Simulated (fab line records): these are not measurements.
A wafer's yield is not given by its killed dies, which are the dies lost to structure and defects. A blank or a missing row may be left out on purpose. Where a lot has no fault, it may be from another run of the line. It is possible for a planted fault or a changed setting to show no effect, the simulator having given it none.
2 desks looking at one fault -- flow sky130 -- only its own numbers are on each desk; what lay behind them is given at the end

== THE METROLOGY DESK ==
What the gauges read, lot by lot, whatever tool the lot ran on: means of the sampled wafers that have a number. A lot is out of limits, marked OUT, if its mean lies more than 4 standard deviations from the usual mean; the brackets give that distance.
Columns: A = VIA2_OVL at SKY_VIA2_OVL_MEAS_13, usual 3 nm; B = VIA3_BOW at SKY_VIA3_BOW_MEAS_03, usual 81 um
lot,first seen here,A,B
L988,day 37 13:32,-3,81
L991,day 38 10:11,4,78
L992,day 38 16:41,3,83
L994,day 39 02:46,-3,96
L996,day 39 23:16,-2,86
L997,day 40 01:11,5,83
L998,day 40 06:13,12,84
L100,day 41 00:16,1,76
L103,day 41 14:27,-2,86
L104,day 42 00:30,5,76
This desk's finding: nothing out of limits on any of the 10 lots.

== TOOL OWNER'S DESK, cmp-01 ==
The tool's own readings at SKY_VIA3_CMP_02 (polishes SiO2): means of the sampled wafers that have a number, for each lot that ran on this tool. A lot is out of limits, marked OUT, if its mean lies more than 4 standard deviations from the usual mean; the brackets give that distance.
Columns: A = edgeZonePressureFrac at SKY_VIA3_CMP_02, usual 1.000; B = motorCurrentA at SKY_VIA3_CMP_02, usual 12.0 A; C = slurryFlowMlMin at SKY_VIA3_CMP_02, usual 150.0
lot,first seen here,A,B,C
L992,day 40 21:37,1.000,12.4,149.6
L994,day 41 08:18,1.000,12.0,149.8
L996,day 42 03:13,1.001,12.4,149.9
L998,day 42 08:58,0.991,12.1,149.7
L100,day 43 02:47,0.998,12.3,149.8
This desk's finding: nothing out of limits on any of the 5 lots.

== PUT TOGETHER ==
Nothing out of limits was seen by the metrology desk.
The tool owner's desk saw nothing out of limits.

== WHAT HAD BEEN PUT IN BY THE SIMULATOR ==
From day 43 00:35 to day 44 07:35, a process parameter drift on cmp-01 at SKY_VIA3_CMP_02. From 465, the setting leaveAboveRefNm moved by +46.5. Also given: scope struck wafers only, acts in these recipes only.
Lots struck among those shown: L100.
